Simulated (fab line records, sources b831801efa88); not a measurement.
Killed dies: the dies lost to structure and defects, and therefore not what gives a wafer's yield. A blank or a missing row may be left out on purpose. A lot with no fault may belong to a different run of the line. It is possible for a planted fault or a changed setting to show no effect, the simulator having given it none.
A struck lot beside a sound one + flow sky130 + 32 steps out of a route of 708
Sound: these wafers, L909.1, L909.2, L909.5. Struck: wafer L916.2. (L916.1, L916.5 of the same lot were not struck and are left out.) The cause comes at the end.
At each step with rows: each side's tool, then ch and its chambers, then its first start. Under that, the readings that differ: sound wafers + struck wafers + difference of the means + sigmas: that difference in standard deviations of wafers without a fault.
alike: readings with means less than 2 such deviations apart, plus words and numbers identical on both sides. not compared: withheld readings, readings lacking a value on some wafer, bounds such as >300 that could conceal the same value, and numbers that have no deviation in the record and whose values overlap.
Wherever a step has rows on one side only, a row that says differs or no value, or a row with sigmas, the two part there. Non-overlapping numbers with no deviation appear without sigmas and do not part them. Lack of a reading on every wafer of one side parts them only where that side has two or more wafers.

first, 1 step without rows for these wafers: SKY_VIA1_ETCH_15 (etches SiO2 in C4F8/O2/Ar, stops on TiN, target depth 351 nm, time 54 s).
SKY_VIA1_STRIP_16: strips in O2/N2.
  sound on plasmaAsher-01 ch 0,1, day 36 01:23; struck on plasmaAsher-01 ch 1, day 37 13:53
  alike: drypumpMotorCurrentA, oesProductAu, stripTimeToEndpointS
  not compared: rfHoursCounterH
then, 4 steps without rows for these wafers: SKY_VIA1_STRIP_17 (strips in post etch residue remover, time 1200 s); SKY_VIA1_CLEAN_18 (cleans in IPA, time 180 s); SKY_VIA1_CLEAN_19 (cleans in O3/DIW); SKY_VIA1_SPUTTER_20 (material TiN, target thk 20 nm, time 80 s).
SKY_VIA1_CVD_21: deposits W, target thk 270 nm, time 80.902 s.
  sound on cvdW-01 ch 0,1, day 36 02:02; struck on cvdW-02 ch 0, day 37 14:53
  alike: heaterPowerW
SKY_VIA1_RS_MEAS_22: the measuring method here is four-point-probe.
  sound: filmMetro-04 at day 36 02:07; struck: filmMetro-04 at day 37 14:58
| reading            | sound             | struck | difference | sigmas |
|--------------------|-------------------|--------|------------|--------|
| VIA1_W_RS (ohm/sq) | 0.437 0.439 0.440 | 0.426  | -0.013     | -3     |
SKY_VIA1_THK_MEAS_23: measures by xrf.
  sound: filmMetro-04 at day 36 02:14; struck: filmMetro-04 at day 37 15:05
| reading         | sound       | struck | difference | sigmas |
|-----------------|-------------|--------|------------|--------|
| VIA1_W_THK (nm) | 276 277 275 | 285    | +9         | +2     |
SKY_VIA1_CMP_24: polishes, stops on SiO2, t overpolish 15 s, target thk 0 nm.
  sound on cmp-02 ch 1,3, day 36 02:18; struck on cmp-02 ch 2, day 37 15:09
| reading           | sound          | struck | difference | sigmas |
|-------------------|----------------|--------|------------|--------|
| motorCurrentA (A) | 11.2 11.2 10.5 | 12.7   | +1.7       | +2     |
  alike: overpolishRunS, timeToEndpointS
SKY_METAL2_SPUTTER_00: material Ti, target thk 15 nm, time 10 s.
  sound: pvdSputter-03 at day 36 02:36; struck: pvdSputter-01 at day 37 15:27
  alike: throttleValvePct
then, 1 step without rows for these wafers: SKY_METAL2_SPUTTER_01 (material TiN, target thk 20 nm, time 16.7 s).
SKY_METAL2_SPUTTER_02: material AlCu, target thk 250 nm, time 13.3 s.
  sound: pvdSputter-03 at day 36 02:39; struck: pvdSputter-01 at day 37 15:30
| reading                                    | sound             | struck | difference | sigmas |
|--------------------------------------------|-------------------|--------|------------|--------|
| model.AlCu_of_METAL2_SPUTTER_02.thkNm (nm) | 251.3 251.2 251.2 | 126.6  | -124.6     |        |
  alike: throttleValvePct
then, 2 steps without rows for these wafers: SKY_METAL2_SPUTTER_03 (material Ti, target thk 5 nm, time 3.3 s); SKY_METAL2_SPUTTER_04 (material TiN, target thk 70 nm, time 58.3 s).
SKY_METAL2_RS_MEAS_05: the measuring method here is four-point-probe.
  sound: filmMetro-03 at day 36 02:44; struck: filmMetro-02 at day 37 15:35
| reading                 | sound                | struck | difference | sigmas      |
|-------------------------|----------------------|--------|------------|-------------|
| METAL2_ALCU_RS (ohm/sq) | 0.1263 0.1262 0.1263 | 0.2586 | +0.1323    | +99 or more |
SKY_METAL2_THK_MEAS_06: measures by xrf.
  sound: filmMetro-03 at day 36 02:52; struck: filmMetro-02 at day 37 15:43
| reading              | sound       | struck | difference | sigmas |
|----------------------|-------------|--------|------------|--------|
| METAL2_ALCU_THK (nm) | 247 248 246 | 126    | -121       | -38    |
then, 8 steps without rows for these wafers: SKY_METAL2_DEHYDRATE_07 (time 60 s); SKY_METAL2_HMDS_08 (prime time 60 s); SKY_METAL2_COAT_09 (resist thk 60 nm); SKY_METAL2_COAT_10 (resist thk 450 nm); SKY_METAL2_SOFTBAKE_11 (time 90 s); SKY_METAL2_EXPOSE_12 (exposes mask MM2, target cd 140 nm); SKY_METAL2_PEB_13; SKY_METAL2_DEVELOP_14 (develop time 60 s).
SKY_METAL2_CD_MEAS_15 targets a cd of 140 nm.
  sound: cdSem-01 at day 37 04:14; struck: cdSem-02 at day 38 17:11
  alike: cdNm
SKY_METAL2_OVL_MEAS_16:
  sound: overlay-02 at day 37 04:21; struck: overlay-01 at day 38 17:19
  alike: METAL2_OVL
then, 2 steps without rows for these wafers: SKY_METAL2_DESCUM_17 (chemistry O2, time 8 s); SKY_METAL2_ETCH_18 (etches BARC in N2/H2, stops on SiO2, time 45.9 s, target depth 60 nm).
SKY_METAL2_METAL_ETCH_19: etches the open film in Cl2/BCl3, stops on SiO2, target depth 360 nm, time 78 s.
  sound on rieMetal-03 ch 0,1, day 37 04:29; struck on rieMetal-02 ch 1, day 38 17:26
| reading             | sound             | struck | difference | sigmas |
|---------------------|-------------------|--------|------------|--------|
| oesProductAu (a.u.) | 0.860 0.859 0.853 | 0.719  | -0.138     | -27    |
  alike: drypumpMotorCurrentA, throttleValvePct
  not compared: rfHoursCounterH
SKY_METAL2_STRIP_20: strips in O2/N2.
  sound on plasmaAsher-02 ch 0,1, day 37 04:34; struck on plasmaAsher-04 ch 1, day 38 17:32
| reading             | sound             | struck | difference | sigmas |
|---------------------|-------------------|--------|------------|--------|
| oesProductAu (a.u.) | 0.336 0.342 0.342 | 0.350  | +0.010     | +2     |
  alike: drypumpMotorCurrentA, stripTimeToEndpointS
  not compared: rfHoursCounterH
-- the record jumps here: 10 days lie between the struck wafers' starts before and after (it left off in module METAL2 and takes up again in module PAD_OPEN, whose first step shown is number 708 of the route) --
SKY_PAD_OPEN_PROBE_99:
  sound: prober-02 at day 47 05:42; struck: prober-01 at day 48 12:13
| reading                    | sound                | struck | difference | sigmas |
|----------------------------|----------------------|--------|------------|--------|
| killedShort                | 41 28 42             | 49     | +12        | +2     |
| model.etest.met2.lineOhmUm | 0.9358 0.9266 0.9197 | 1.863  | +0.936     |        |
| model.etest.met2.rsOhmSq   | 0.1268 0.1269 0.1269 | 0.2616 | +0.1347    |        |
  alike: defectLimitedYield, killed_at_M0_to_M3, killed_at_M4_up, killedAtContacts, killedAtFrontEnd, killedAtOther, killedDies, killedOpen, sort_bin_3_pad_short, sort_bin_5_function, sort_bin_6_memory, sortNPass, sortYieldPct

## WHERE THEY PART
Last at SKY_PAD_OPEN_PROBE_99 as far as this record goes, first at SKY_VIA1_RS_MEAS_22.

WHY: whatever the simulator had introduced
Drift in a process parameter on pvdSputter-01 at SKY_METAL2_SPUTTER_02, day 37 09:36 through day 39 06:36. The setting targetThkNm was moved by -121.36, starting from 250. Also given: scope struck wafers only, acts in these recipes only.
